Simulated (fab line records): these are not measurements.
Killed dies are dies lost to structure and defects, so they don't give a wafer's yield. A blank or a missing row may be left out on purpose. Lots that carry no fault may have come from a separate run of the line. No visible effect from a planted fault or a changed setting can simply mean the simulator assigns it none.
Which tool was responsible? | flow sky130 | 18 wafers sampled from 6 lots at 1 step of a route of 708

== WHAT THE GAUGES READ, wafer by wafer ==
SKY_VT_ADJUST_LVTN_TW_MEAS_21.
lot  | measured     | on            | VT_ADJUST_LVTN_2_TW
L973 | day 7 19:58  | film metro-03 | 190.5 190.7 191.0
L975 | day 8 11:58  | film metro-04 | 191.3 191.8 192.2
L977 | day 8 20:57  | film metro-04 | 191.1 192.2 190.9
L979 | day 9 09:12  | film metro-04 | 191.3 189.1 189.9
L984 | day 10 23:40 | film metro-04 | 189.8 190.7 191.4
L993 | day 13 17:55 | film metro-04 | 189.4 192.5 190.5

== TOOL THAT RAN EACH LOT (tool first, then ch and the chambers of the sampled wafers, then the start) ==
The record holds no process step before these readings.

== THE ANSWER, worked out from the rows above alone ==
Rule: the usual values come from the lots themselves. The widest of any qualifying gaps counts: lots, ordered by their means at a reading, are off when they make up no more than a third of the lots, leave a main group of 4 or more, and stand apart from it by 3 or more times the standard deviation of that group's means. A main group whose means are all the same, to the digits that the tables above print for the reading, isn't used. Also off: a lot with no number at a reading for which 4 or more lots have one. Where the step has rows for the other lots, those lots are counted as sound.
No lot is off at any reading shown: from this, nothing can be told.

== WHAT HAD BEEN PUT IN BY THE SIMULATOR ==
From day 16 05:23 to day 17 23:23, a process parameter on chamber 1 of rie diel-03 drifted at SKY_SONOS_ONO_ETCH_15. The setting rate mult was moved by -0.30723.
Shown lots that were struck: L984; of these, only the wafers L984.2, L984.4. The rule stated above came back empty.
